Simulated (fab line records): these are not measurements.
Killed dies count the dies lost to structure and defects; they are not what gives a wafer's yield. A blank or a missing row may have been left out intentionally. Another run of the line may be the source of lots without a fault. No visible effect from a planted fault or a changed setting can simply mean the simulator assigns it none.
A lot that was struck, set against a sound lot | flow sky130 | 14 steps out of a route of 708
Sound: wafers L290.4, L290.5, L290.6. Wafers L300.1, L300.5, L300.6 were the ones struck. The cause comes at the end.
Per side, at each step with rows, come the tool, then ch with its chambers, and then its first start. Under that, the readings that differ: sound wafers | struck wafers | difference of the means | sigmas: that difference in standard deviations of wafers without a fault.
alike: words and numbers the same on both sides, and readings whose means are apart by under 2 such deviations; not compared: readings that were withheld, readings missing a value for some wafer, numbers with overlapping values and no deviation given by the record, and bounds like >300 which may hide the same value.
A row with sigmas, a row that says differs or no value, or rows on one side alone: a step with any of these is where the two part. Numbers that don't overlap but have no deviation are shown without sigmas and don't part them. A reading missing from all wafers of one side parts the sides only when that side holds two or more wafers.

first, 4 steps without rows for these wafers: SKY_METAL1_STRIP_21 (strips in post etch residue remover, time 1200 s); SKY_METAL1_CLEAN_22 (cleans in IPA, time 180 s); SKY_METAL1_CLEAN_23 (cleans in O3/DIW); SKY_VIA1_HDPCVD_00 (deposits SiO2, target thk 1030 nm, time 171.7 s).
SKY_VIA1_THK_MEAS_01:
  sound on film-metro-02 at day 33 07:23; struck on film-metro-01 at day 37 06:19
  alike: VIA1_HDPCVD_THK
SKY_VIA1_CMP_02: polishes SiO2.
  sound on cmp-01 ch 1,2, day 33 07:25; struck on cmp-02 ch 2,3, day 37 06:23
  alike: motor-current-A
SKY_VIA1_BOW_MEAS_03:
  sound on film-metro-04 at day 33 07:47; struck on film-metro-01 at day 37 06:41
  reading       | sound    | struck    | difference | sigmas
  VIA1_BOW (um) | 73 75 89 | 90 98 102 | +18        | +2
then, 5 steps without rows for these wafers: SKY_VIA1_DEHYDRATE_04 (time 60 s); SKY_VIA1_HMDS_05 (prime time 60 s); SKY_VIA1_COAT_06 (resist thk 60 nm); SKY_VIA1_COAT_07 (resist thk 450 nm); SKY_VIA1_SOFTBAKE_08 (time 90 s).
SKY_VIA1_EXPOSE_09: exposes mask VIM, target cd 150 nm.
  struck on krf-scanner-02, day 37 19:22; sound on krf-scanner-02 ch 0, day 33 20:56
  no value came back on the struck wafers for exposure-dose-mJ-cm2, focus-offset-nm (nm), sigma-inner; on the sound wafers exposure-dose-mJ-cm2 reads 38.00 37.94 37.91
  alike: mask
next, for these wafers, 1 step has no rows: SKY_VIA1_PEB_10.

== WHERE THEY PART ==
First at SKY_VIA1_BOW_MEAS_03; last, within this record, at SKY_VIA1_EXPOSE_09.

WHY: what had been put in by the simulator
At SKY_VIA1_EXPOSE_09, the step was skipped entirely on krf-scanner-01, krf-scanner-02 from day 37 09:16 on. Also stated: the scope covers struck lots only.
